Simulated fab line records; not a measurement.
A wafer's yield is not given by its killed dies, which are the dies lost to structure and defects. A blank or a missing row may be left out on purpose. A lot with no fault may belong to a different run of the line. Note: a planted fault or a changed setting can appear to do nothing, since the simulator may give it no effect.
Matching of chambers :: flow gf180mcu :: rieDiel-01 running GF_HV_LDD_ETCHBACK_58: 4 sister chambers
The step etches Si3N4 in CH3F/O2, stops on SiO2, time 100 s, target depth 90 nm. 7 wafers are shown with their chamber, then 7 later ones without.

## WAFERS, EACH WITH ITS CHAMBER
wafer: L513.6
chamber: 0
drypumpMotorCurrentA (A): 5.5
throttleValvePct (%): 10.558

wafer: L520.4
chamber: 0
drypumpMotorCurrentA (A): 5.5
throttleValvePct (%): 10.570

wafer: L522.6
chamber: 2
drypumpMotorCurrentA (A): 4.8
throttleValvePct (%): 10.562

wafer: L525.3
chamber: 2
drypumpMotorCurrentA (A): 4.8
throttleValvePct (%): 10.560

wafer: L525.5
chamber: 3
drypumpMotorCurrentA (A): 5.0
throttleValvePct (%): 10.563

wafer: L526.3
chamber: 1
drypumpMotorCurrentA (A): 5.0
throttleValvePct (%): 10.549

wafer: L526.5
chamber: 1
drypumpMotorCurrentA (A): 5.1
throttleValvePct (%): 10.566

## WAFERS WHOSE CHAMBER IS MISSING
wafer: L526.6
drypumpMotorCurrentA (A): 4.8
throttleValvePct (%): 10.563

wafer: L529.1
drypumpMotorCurrentA (A): 5.0
throttleValvePct (%): 10.559

wafer: L529.2
drypumpMotorCurrentA (A): 5.5
throttleValvePct (%): 10.551

wafer: L529.6
drypumpMotorCurrentA (A): 5.0
throttleValvePct (%): 10.549

wafer: L530.1
drypumpMotorCurrentA (A): 5.0
throttleValvePct (%): 10.562

wafer: L530.2
drypumpMotorCurrentA (A): 5.5
throttleValvePct (%): 10.545

wafer: L530.4
drypumpMotorCurrentA (A): 5.0
throttleValvePct (%): 10.566

## WHICH CHAMBER EACH ONE RAN IN
wafer: L526.6
from the rows above: 2
in truth: 2

wafer: L529.1
from the rows above: can't be placed: 3 or 1
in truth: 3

wafer: L529.2
from the rows above: 0
in truth: 0

wafer: L529.6
from the rows above: can't be placed: 1 or 3
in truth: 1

wafer: L530.1
from the rows above: can't be placed: 3 or 1
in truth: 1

wafer: L530.2
from the rows above: 0
in truth: 0

wafer: L530.4
from the rows above: can't be placed: 3 or 1
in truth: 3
Correctly placed: 3 of 7. Not placeable from these rows: 4 (in 4, the candidates include the true chamber). Placed wrongly: 0.
How it was worked out, from the rows above alone: a wafer's distance from a chamber is the root of the sum, over the readings, of the square of ((its reading less the chamber's mean) divided by the reading's scatter). If the next closest chamber is less than 2 further off than the closest, the wafer can't be placed; otherwise it belongs to the closest. A chamber's mean is the mean of its shown wafers. How the scatter is found: for the shown wafers, subtract from each reading the mean of its chamber, square and add these, divide the total by (wafers less chambers), then take the root.
